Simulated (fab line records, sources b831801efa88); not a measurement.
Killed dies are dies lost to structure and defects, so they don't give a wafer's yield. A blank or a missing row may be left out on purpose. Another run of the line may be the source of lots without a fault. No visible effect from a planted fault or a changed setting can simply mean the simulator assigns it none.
fab line records	flow gf180mcu
record lots=14	wafers=42	last_day=34
route steps=602 shown M2@365 V2@398 M3@409
lots that met no fault: from a run of the same line without faults
start_h: hours from the record's opening day to when the first of the lot's shown wafers began	wait_h: hours from the lot's prior step to this one	" repeats the value in the row above	L1.1+2: several wafers, shown together as one row	- no value, or no start given	* or withheld: withheld	< > ~ a bound
route shown NAME@n: NAME is a module with steps in the file, n the number in the route of the first one	usual: mean/standard deviation of fault-free wafers	same: alike in all rows	chamber/n: place in a boat	sites: readings site by site	_std_site: standard deviation across them	_edge_site: the outer-site mean with the inner-site mean subtracted	radius_mm: for every site, how far away it sits from the centre of the wafer	mask NAME#n: copy n	behind: the last tool/chamber to shape the wafer	hold: the reason the lot was held/the length of the hold in hours/how it ended	device: names the non-switching transistor (n, p or np)	end of line: the same wafers' tests at the end of the route	a step without rows: its recipe alone	killed: the dies lost at the first sort to structure and to defects; this is not the yield of the wafer	map: a wafer's dies, x killed, . not, _ none there
set.NAME: the run value of the setting; set.NAME@STEP: its run value at that earlier step	model.NAME: the simulator's own value behind a step, which no gauge read
route steps across a sampled set of lots; one table per step, one row per wafer
services: a tool's chamber out of use, with start hour (start_h, from the record's first day; less than 0 if before it), hours out, and reason
## steps
# step GF_M2_SPUTTER_03
# recipe material=Ti	target_thk_nm=10	substrate_temp_c=300	chamber_pressure_pa=0.3	power_w=3000	time_s=6.7
# usual throttle_valve_pct=30.1/1
lot.wafer	tool	chamber	start_h	wait_h	throttle_valve_pct
L352.2	pvd_sputter-04	-	411.54	0.0	29.4
L352.5	"	-	"	"	29.3
L352.6	"	-	"	"	29.5
L353.3	pvd_sputter-04	-	416.71	0.0	30.9
L353.4	"	-	"	"	29.5
L353.5	"	-	"	"	30.2
L354.2	pvd_sputter-04	-	428.48	0.0	30.5
L354.5	"	-	"	"	29.3
L354.6	"	-	"	"	30.3
L355.1	pvd_sputter-03	-	444.32	0.0	31.6
L355.2	"	-	"	"	29.3
L355.6	"	-	"	"	31.3
L357.2	pvd_sputter-04	-	458.80	0.0	31.0
L357.5	"	-	"	"	30.1
L357.6	"	-	"	"	29.3
L358.1	pvd_sputter-04	-	472.46	0.0	30.3
L358.3	"	-	"	"	30.9
L358.4	"	-	"	"	29.4
L360.3	pvd_sputter-04	-	490.26	0.0	30.2
L360.4	"	-	"	"	29.1
L360.5	"	-	"	"	29.5
L361.1	pvd_sputter-04	-	497.37	0.0	29.5
L361.2	"	-	"	"	30.1
L361.4	"	-	"	"	31.1
L362.1	pvd_sputter-03	-	504.73	0.0	31.5
L362.3	"	-	"	"	31.3
L362.6	"	-	"	"	28.2
L366.1	pvd_sputter-03	-	532.93	0.0	31.5
L366.2	"	-	"	"	29.2
L366.6	"	-	"	"	31.5
L368.1	pvd_sputter-04	-	554.80	0.0	30.7
L368.3	"	-	"	"	30.2
L368.6	"	-	"	"	31.0
L369.1	pvd_sputter-02	-	560.63	0.0	30.6
L369.2	"	-	"	"	29.6
L369.5	"	-	"	"	30.6
L370.3	pvd_sputter-03	-	566.51	0.0	31.2
L370.5	"	-	"	"	29.2
L370.6	"	-	"	"	31.2
L373.2	pvd_sputter-03	-	591.06	0.0	31.5
L373.4	"	-	"	"	28.3
L373.5	"	-	"	"	28.3
# step GF_M2_STRIP_17
# recipe chemistry=O2/N2	power_w=1400	pressure_mtorr=1500	platen_temp_c=250	o2_flow_sccm=3000	n2_flow_sccm=300	overash_fraction=0.5
# usual drypump_motor_current_A=5.7/0.58	heater_power_w=326/20	oes_product_au=0.558/0.005	strip_time_to_endpoint_s=7.90/0.041
lot.wafer	tool	chamber	start_h	wait_h	drypump_motor_current_A	heater_power_w	oes_product_au	rf_hours_counter_h	strip_time_to_endpoint_s
L352.2	plasma_asher-02	0	435.80	0.1	6.5	325	0.558	0	7.89
L352.5	"	0	"	"	6.5	319	0.555	-	7.91
L352.6	"	1	"	"	6.1	298	0.561	-	7.93
L353.3	plasma_asher-02	1	440.73	0.1	6.1	290	0.546	-	7.87
L353.4	"	0	"	"	6.5	323	0.554	-	7.91
L353.5	"	0	"	"	6.5	324	0.554	-	7.87
L354.2	plasma_asher-01	0	453.15	0.1	5.1	344	0.556	74	7.88
L354.5	"	0	"	"	5.1	345	0.552	-	7.85
L354.6	"	1	"	"	5.3	322	0.559	-	7.91
L355.1	plasma_asher-01	1	468.73	0.1	5.3	310	0.566	76	7.83
L355.2	"	0	"	"	5.1	340	0.559	76	7.91
L355.6	"	1	"	"	5.3	321	0.553	-	7.82
L357.2	plasma_asher-02	0	482.86	0.1	6.5	327	0.563	6	7.91
L357.5	"	0	"	"	6.5	326	0.554	-	7.88
L357.6	"	1	"	"	6.1	289	0.563	-	7.94
L358.1	plasma_asher-01	1	496.18	0.1	5.3	321	0.562	78	7.89
L358.3	"	1	"	"	5.3	316	0.568	-	7.91
L358.4	"	0	"	"	5.1	341	0.564	-	7.94
L360.3	plasma_asher-02	0	514.71	0.1	6.5	319	0.549	-	7.87
L360.4	"	1	"	"	6.1	295	0.562	-	7.92
L360.5	"	1	"	"	6.1	295	0.559	-	7.84
L361.1	plasma_asher-01	0	521.72	0.1	5.1	337	0.564	81	7.94
L361.2	"	1	"	"	5.3	313	0.572	81	8.01
L361.4	"	1	"	"	5.3	324	0.559	-	7.95
L362.1	plasma_asher-01	0	528.30	0.1	5.1	350	0.556	82	7.90
L362.3	"	0	"	"	5.1	338	0.552	-	7.84
L362.6	"	0	"	"	5.1	339	0.559	-	7.83
L366.1	plasma_asher-01	1	556.10	0.1	5.2	322	0.561	85	7.83
L366.2	"	0	"	"	5.1	353	0.558	85	7.91
L366.6	"	1	"	"	5.2	321	0.553	-	7.90
L368.1	plasma_asher-01	0	576.71	0.1	5.1	338	0.567	88	7.94
L368.3	"	0	"	"	5.1	342	0.557	-	7.96
L368.6	"	1	"	"	5.3	326	0.551	-	7.92
L369.1	plasma_asher-02	1	582.22	0.1	6.1	291	0.557	15	7.87
L369.2	"	0	"	"	6.5	327	0.556	15	7.83
L369.5	"	1	"	"	6.1	294	0.557	-	7.88
L370.3	plasma_asher-04	1	588.46	0.1	6.0	351	0.555	-	7.88
L370.5	"	1	"	"	6.0	351	0.559	-	7.93
L370.6	"	0	"	"	4.9	355	0.553	-	7.88
L373.2	plasma_asher-01	1	612.17	0.1	5.3	315	0.561	92	7.89
L373.4	"	1	"	"	5.3	310	0.565	-	7.98
L373.5	"	1	"	"	5.3	320	0.563	-	7.95
# step GF_V2_ETCH_16
# recipe chemistry=N2/H2	target_depth_a=withheld	overetch_a=withheld	time_s=withheld	target=BARC	ion_energy_ev=200	source_w=500	bias_w=100	pressure_mtorr=30	n2_flow_sccm=100	h2_flow_sccm=200
# usual bias_w=100.0/0.32	chamber_pressure_mTorr=30.000/0.027	drypump_motor_current_A=5.8/0.44	oes_product_au=0.855/0.005	throttle_valve_pct=13.224/0.0095
lot.wafer	tool	chamber	start_h	wait_h	bias_w	chamber_pressure_mTorr	drypump_motor_current_A	oes_product_au	throttle_valve_pct
L352.2	rie_diel-02	2	461.35	0.0	99.7	29.950	6.1	0.858	13.241
L352.5	"	3	"	"	99.8	29.992	6.2	0.864	13.230
L352.6	"	0	"	"	100.3	30.007	5.5	0.852	13.231
L353.3	rie_diel-01	0	466.60	0.0	99.4	30.036	4.8	0.854	13.242
L353.4	"	2	"	"	100.2	30.001	5.7	0.851	13.222
L353.5	"	2	"	"	99.8	29.970	5.7	0.861	13.209
L354.2	rie_diel-03	3	478.70	0.0	99.6	29.985	5.4	0.849	13.226
L354.5	"	1	"	"	99.6	29.974	6.0	0.861	13.220
L354.6	"	2	"	"	99.5	29.971	6.6	0.858	13.207
L355.1	rie_diel-01	0	494.54	0.0	100.1	29.993	4.8	0.848	13.217
L355.2	"	2	"	"	100.4	30.000	5.7	0.859	13.220
L355.6	"	1	"	"	100.0	29.971	5.9	0.864	13.213
L357.2	rie_diel-01	2	507.39	0.0	100.1	30.020	5.7	0.864	13.231
L357.5	"	1	"	"	99.9	30.084	5.9	0.851	13.236
L357.6	"	2	"	"	100.1	29.961	5.7	0.857	13.216
L358.1	rie_diel-03	1	521.14	0.0	100.5	30.048	6.1	0.846	13.218
L358.3	"	2	"	"	99.2	29.996	6.6	0.857	13.219
L358.4	"	3	"	"	99.5	29.987	5.5	0.861	13.225
L360.3	rie_diel-01	2	539.30	0.0	100.8	29.987	5.7	0.856	13.209
L360.4	"	3	"	"	100.5	30.009	5.4	0.852	13.222
L360.5	"	1	"	"	100.2	29.982	5.9	0.855	13.228
L361.1	rie_diel-02	3	545.99	0.0	99.8	30.034	6.2	0.855	13.234
L361.2	"	1	"	"	100.4	30.026	5.9	0.852	13.207
L361.4	"	2	"	"	100.0	29.982	6.1	0.852	13.231
L362.1	rie_diel-01	2	551.50	0.0	100.3	29.962	5.7	0.857	13.205
L362.3	"	1	"	"	100.2	30.056	5.9	0.859	13.229
L362.6	"	3	"	"	100.2	29.952	5.4	0.860	13.234
L366.1	rie_diel-03	3	579.59	0.0	100.7	30.020	5.5	0.851	13.199
L366.2	"	2	"	"	100.2	29.961	6.6	0.854	13.227
L366.6	"	2	"	"	100.1	29.983	6.6	0.851	13.237
L368.1	rie_diel-02	0	598.94	0.0	100.3	29.987	5.5	0.853	13.226
L368.3	"	2	"	"	99.8	29.981	6.1	0.846	13.240
L368.6	"	2	"	"	100.2	30.011	6.1	0.845	13.216
L369.1	rie_diel-02	1	604.73	0.0	-	-	-	-	-
L369.2	"	0	"	"	-	-	-	-	-
L369.5	"	3	"	"	-	-	-	-	-
L370.3	rie_diel-02	1	609.28	0.0	-	-	-	-	-
L370.5	"	1	"	"	-	-	-	-	-
L370.6	"	0	"	"	-	-	-	-	-
L373.2	rie_diel-01	1	633.48	0.0	100.0	29.991	5.9	0.859	13.225
L373.4	"	0	"	"	100.8	30.012	4.8	0.863	13.233
L373.5	"	3	"	"	100.3	30.028	5.4	0.862	13.221
# step GF_V2_ETCH_17
# recipe chemistry=C4F8/O2/Ar	mask_material=KrF	target=SiO2	stop_on=TiN	source_w=1500	bias_w=1200	pressure_mtorr=40	c4f8_flow_sccm=withheld	O2_flow_sccm=6	Ar_flow_sccm=300	time_s=withheld	target_depth_a=6300
# usual bias_w=1200/3.7	chamber_pressure_mTorr=39.99/0.042	oes_product_au=0.855/0.0051
lot.wafer	tool	chamber	start_h	wait_h	bias_w	chamber_pressure_mTorr	oes_product_au
L352.2	rie_diel-02	2	-	-	1198	40.11	0.854
L352.5	"	3	"	"	1201	40.02	0.851
L352.6	"	0	"	"	1195	40.01	0.855
L353.3	rie_diel-01	0	-	-	1203	39.95	0.851
L353.4	"	2	"	"	1199	39.80	0.853
L353.5	"	2	"	"	1194	40.06	0.850
L354.2	rie_diel-03	3	-	-	1199	40.01	0.852
L354.5	"	1	"	"	1202	40.05	0.848
L354.6	"	2	"	"	1188	40.03	0.860
L355.1	rie_diel-01	0	-	-	1197	39.97	0.852
L355.2	"	2	"	"	1198	40.05	0.852
L355.6	"	1	"	"	1200	39.96	0.858
L357.2	rie_diel-01	2	-	-	1201	40.02	0.856
L357.5	"	1	"	"	1206	40.02	0.859
L357.6	"	2	"	"	1196	39.98	0.858
L358.1	rie_diel-03	1	-	-	1198	40.02	0.855
L358.3	"	2	"	"	1195	40.02	0.843
L358.4	"	3	"	"	1198	40.00	0.854
L360.3	rie_diel-01	2	-	-	1195	40.02	0.854
L360.4	"	3	"	"	1199	40.05	0.856
L360.5	"	1	"	"	1204	39.99	0.869
L361.1	rie_diel-02	3	-	-	1201	40.01	0.858
L361.2	"	1	"	"	1203	39.95	0.854
L361.4	"	2	"	"	1198	40.02	0.855
L362.1	rie_diel-01	2	-	-	1199	40.06	0.851
L362.3	"	1	"	"	1205	39.96	0.849
L362.6	"	3	"	"	1209	39.98	0.850
L366.1	rie_diel-03	3	-	-	1205	39.96	0.850
L366.2	"	2	"	"	1201	40.00	0.851
L366.6	"	2	"	"	1203	39.98	0.858
L368.1	rie_diel-02	0	-	-	1196	40.00	0.854
L368.3	"	2	"	"	1205	39.98	0.851
L368.6	"	2	"	"	1199	39.87	0.856
L369.1	rie_diel-02	1	-	-	1191	40.00	0.372
L369.2	"	0	"	"	1197	39.96	0.374
L369.5	"	3	"	"	1201	39.96	0.365
L370.3	rie_diel-02	1	-	-	1208	39.99	0.379
L370.5	"	1	"	"	1202	39.99	0.383
L370.6	"	0	"	"	1200	40.03	0.380
L373.2	rie_diel-01	1	-	-	1200	40.09	0.862
L373.4	"	0	"	"	1205	39.92	0.868
L373.5	"	3	"	"	1196	40.04	0.859
# step GF_V2_STRIP_18
# recipe chemistry=O2/N2	power_w=1400	pressure_mtorr=1500	platen_temp_c=250	o2_flow_sccm=3000	n2_flow_sccm=300	overash_fraction=0.5
# usual drypump_motor_current_A=5.7/0.54	heater_power_w=321/19	oes_product_au=0.594/0.0047
lot.wafer	tool	chamber	start_h	wait_h	drypump_motor_current_A	heater_power_w	oes_product_au	rf_hours_counter_h
L352.2	plasma_asher-02	1	461.48	-	6.1	292	0.592	3
L352.5	"	1	"	"	6.1	296	0.590	-
L352.6	"	0	"	"	6.5	323	0.595	-
L353.3	plasma_asher-03	0	466.76	-	5.2	316	0.589	-
L353.4	"	1	"	"	5.4	323	0.592	-
L353.5	"	1	"	"	5.4	311	0.595	-
L354.2	plasma_asher-03	0	478.83	-	5.2	330	0.586	73
L354.5	"	1	"	"	5.4	316	0.597	-
L354.6	"	0	"	"	5.2	323	0.589	-
L355.1	plasma_asher-03	0	494.66	-	5.2	327	0.580	75
L355.2	"	1	"	"	5.4	314	0.587	75
L355.6	"	1	"	"	5.4	312	0.591	-
L357.2	plasma_asher-02	1	507.52	-	6.1	284	0.598	8
L357.5	"	1	"	"	6.1	292	0.598	-
L357.6	"	0	"	"	6.5	329	0.600	-
L358.1	plasma_asher-03	0	521.27	-	5.2	320	0.595	78
L358.3	"	0	"	"	5.2	317	0.584	-
L358.4	"	1	"	"	5.4	310	0.584	-
L360.3	plasma_asher-04	1	539.46	-	6.0	356	0.592	-
L360.4	"	0	"	"	4.9	344	0.593	-
L360.5	"	1	"	"	6.0	350	0.594	-
L361.1	plasma_asher-03	0	546.12	-	5.2	318	0.588	80
L361.2	"	1	"	"	5.4	314	0.599	80
L361.4	"	0	"	"	5.2	315	0.599	-
L362.1	plasma_asher-03	0	551.63	-	5.2	313	0.595	81
L362.3	"	1	"	"	5.4	306	0.591	-
L362.6	"	0	"	"	5.2	315	0.591	-
L366.1	plasma_asher-02	1	579.72	-	6.1	292	0.587	14
L366.2	"	0	"	"	6.5	334	0.599	14
L366.6	"	0	"	"	6.5	320	0.592	-
L368.1	plasma_asher-02	1	599.07	-	6.1	300	0.601	17
L368.3	"	1	"	"	6.1	297	0.590	-
L368.6	"	0	"	"	6.5	323	0.598	-
L369.1	plasma_asher-03	0	604.86	-	5.2	316	0.607	85
L369.2	"	1	"	"	5.4	323	0.613	85
L369.5	"	0	"	"	5.2	321	0.615	-
L370.3	plasma_asher-02	0	609.45	-	6.5	322	0.606	-
L370.5	"	0	"	"	6.5	326	0.613	-
L370.6	"	1	"	"	6.1	288	0.603	-
L373.2	plasma_asher-03	0	633.61	-	5.2	312	0.595	88
L373.4	"	1	"	"	5.4	310	0.582	-
L373.5	"	0	"	"	5.2	316	0.597	-
# step GF_M3_SPUTTER_00
# recipe material=Ti	target_thk_nm=37.5	arriving_ion_energy_ev=80	substrate_temp_c=200	chamber_pressure_pa=2	power_w=4000	time_s=150
# usual throttle_valve_pct=30.3/0.86
lot.wafer	tool	chamber	start_h	wait_h	throttle_valve_pct
L352.2	pvd_sputter-02	-	462.71	0.2	31.7
L352.5	"	-	"	"	30.4
L352.6	"	-	"	"	28.9
L353.3	pvd_sputter-01	-	467.95	0.1	30.8
L353.4	"	-	"	"	31.5
L353.5	"	-	"	"	29.8
L354.2	pvd_sputter-01	-	480.06	0.2	31.4
L354.5	"	-	"	"	29.9
L354.6	"	-	"	"	31.0
L355.1	pvd_sputter-04	-	495.90	0.2	31.0
L355.2	"	-	"	"	29.6
L355.6	"	-	"	"	30.3
L357.2	pvd_sputter-02	-	508.76	0.2	31.8
L357.5	"	-	"	"	29.6
L357.6	"	-	"	"	28.8
L358.1	pvd_sputter-02	-	522.50	0.1	29.1
L358.3	"	-	"	"	30.5
L358.4	"	-	"	"	31.7
L360.3	pvd_sputter-02	-	540.65	0.1	30.4
L360.4	"	-	"	"	31.6
L360.5	"	-	"	"	29.8
L361.1	pvd_sputter-04	-	547.36	0.1	30.2
L361.2	"	-	"	"	29.3
L361.4	"	-	"	"	30.9
L362.1	pvd_sputter-04	-	552.85	0.1	29.4
L362.3	"	-	"	"	30.7
L362.6	"	-	"	"	29.3
L366.1	pvd_sputter-01	-	581.00	0.1	30.0
L366.2	"	-	"	"	30.9
L366.6	"	-	"	"	30.9
L368.1	pvd_sputter-04	-	601.36	0.1	29.5
L368.3	"	-	"	"	30.2
L368.6	"	-	"	"	30.3
L373.2	pvd_sputter-02	-	634.85	0.2	30.2
L373.4	"	-	"	"	29.2
L373.5	"	-	"	"	28.9
## services
tool	chamber	start_h	hours	kind
pvd_sputter-02	-	391.32	5.3	repair
rie_diel-02	3	406.52	3.8	repair
rie_diel-02	0	413.37	28.6	repair
pvd_sputter-04	-	417.04	0.9	repair
plasma_asher-02	-	421.25	9.0	pm
rie_diel-03	1	436.43	7.7	repair
rie_diel-03	-	453.98	22.0	repair
pvd_sputter-02	-	455.40	2.2	repair
pvd_sputter-02	-	466.03	2.0	repair
rie_diel-01	-	474.33	14.6	pm
rie_diel-03	-	500.29	2.8	pm
plasma_asher-03	-	502.80	1.2	repair
plasma_asher-02	-	503.56	2.8	pm
plasma_asher-01	-	509.49	2.5	repair
rie_diel-01	0	522.61	1.2	repair
pvd_sputter-02	-	525.45	3.6	repair
pvd_sputter-02	-	527.63	2.9	repair
rie_diel-03	3	546.24	1.5	repair
plasma_asher-03	-	555.79	17.4	repair
plasma_asher-02	-	558.28	14.6	pm
rie_diel-01	1	562.63	4.7	repair
rie_diel-03	0	575.41	5.4	repair
rie_diel-01	-	576.96	0.6	repair
rie_diel-03	1	599.87	6.2	repair
## key
first_sign step=GF_V2_ETCH_16	reading=tool_record	direction=missing
effect step=GF_V2_ETCH_17	reading=oes_product_au	direction=down	sigmas=94	usual=0.855	struck=0.375
effect step=GF_V2_STRIP_18	reading=oes_product_au	direction=up	sigmas=3.3	usual=0.594	struck=0.609
met_at GF_V2_ETCH_16
struck_lots L369,L370
later_rows_left_out L369.1,L369.2,L369.5,L370.3,L370.5,L370.6
sort_left_out L369.1,L369.2,L369.5,L370.3,L370.5,L370.6
not_acting_at GF_M2_SPUTTER_03,GF_M2_STRIP_17,GF_M3_SPUTTER_00
onset_between 598.94 604.73
fault kind=skipped_step_whole	tool=rie_diel-02	chamber=-	onset_h=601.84	steps=GF_V2_ETCH_16	scope=struck_lots_only
# sort_left_out: the simulated sort isn't trusted on such a fault, so these wafers' sort isn't shown, and their yield isn't known
# later_rows_left_out: the simulator's readings of these wafers behind a module that went badly wrong aren't trusted and aren't shown, but for the sort
